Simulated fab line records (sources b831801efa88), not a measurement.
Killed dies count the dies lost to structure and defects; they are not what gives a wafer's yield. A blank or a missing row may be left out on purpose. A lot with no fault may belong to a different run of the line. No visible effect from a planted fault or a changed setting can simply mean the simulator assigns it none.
Which tool did it?	flow sky130	12 lots, 36 wafers sampled, at 2 steps of a route of 708

== WHAT EACH GAUGE READ, for each wafer ==
SKY_METAL1_OVL_MEAS_16. Usual: METAL1_OVL typically reads 5 nm, with standard deviation 6.
lot	measured	on	METAL1_OVL (nm)	flag
L323	day 32 06:55	overlay-01	3 8 5	
L325	day 33 09:22	overlay-01	0 2 0	
L324	day 33 15:31	overlay-02	14 16 9	
L327	day 33 22:34	overlay-02	0 -7 4	
L326	day 34 03:52	overlay-02	11 0 11	
L330	day 34 21:22	overlay-02	0 8 -2	
L336	day 36 09:31	overlay-01	6 9 0	
L337	day 36 20:31	overlay-01	15 13 16	
L339	day 38 03:01	overlay-01	13 11 16	
L341	day 38 19:55	overlay-02	8 10 4	
L345	day 39 07:40	overlay-02	3 -2 -3	
L344	day 39 09:34	overlay-01	6 11 8	

== WHAT TOOL EACH LOT RAN ON (gives the tool, then ch and the chambers of the sampled wafers, and finally the start) ==
lot	SKY_METAL1_SPUTTER_01
L323	pvd_sputter-03, day 31 02:38
L325	pvd_sputter-03, day 32 06:55
L324	pvd_sputter-02, day 32 12:56
L327	pvd_sputter-01, day 32 20:41
L326	pvd_sputter-02, day 33 02:19
L330	pvd_sputter-02, day 33 20:28
L336	pvd_sputter-01, day 35 08:47
L337	pvd_sputter-02, day 35 18:35
L339	pvd_sputter-01, day 36 23:55
L341	pvd_sputter-03, day 37 18:02
L345	pvd_sputter-01, day 38 06:24
L344	pvd_sputter-03, day 38 08:47
- SKY_METAL1_SPUTTER_01: material TiN, target thk 20 nm, time 16.7 s.

== AS READ BY THE TOOLS THEMSELVES (means over the sampled wafers that have a number; for cases with no such wafer, the mark the record gives instead) ==
SKY_METAL1_SPUTTER_01. Usual: throttle_valve_pct reads 30.4 % (standard deviation 1.5).
lot	tool	throttle_valve_pct (%)	flag
L323	pvd_sputter-03	32.0	
L325	pvd_sputter-03	31.4	
L324	pvd_sputter-02	29.0	
L327	pvd_sputter-01	31.3	
L326	pvd_sputter-02	28.3	
L330	pvd_sputter-02	29.0	
L336	pvd_sputter-01	31.3	
L337	pvd_sputter-02	29.1	
L339	pvd_sputter-01	32.0	
L341	pvd_sputter-03	31.2	
L345	pvd_sputter-01	30.5	
L344	pvd_sputter-03	31.6	

== THE ANSWER, worked out from the rows above alone ==
Rule: a lot is off if the mean of its wafers that have a number lies more than 3 standard deviations from the usual mean. Also off: a lot with no number at a reading for which 4 or more lots have one. All remaining lots with rows at the step are treated as sound. The gauges are gone through in route order, then the tools' own readings, and for those a lot's mean is taken as printed above. The first step at which some lot is off is used, and at that step the reading that is off furthest; a lot without a number counts as furthest.
No lot is off at any reading shown: from this, nothing can be told.

== WHAT THE SIMULATOR PUT IN ==
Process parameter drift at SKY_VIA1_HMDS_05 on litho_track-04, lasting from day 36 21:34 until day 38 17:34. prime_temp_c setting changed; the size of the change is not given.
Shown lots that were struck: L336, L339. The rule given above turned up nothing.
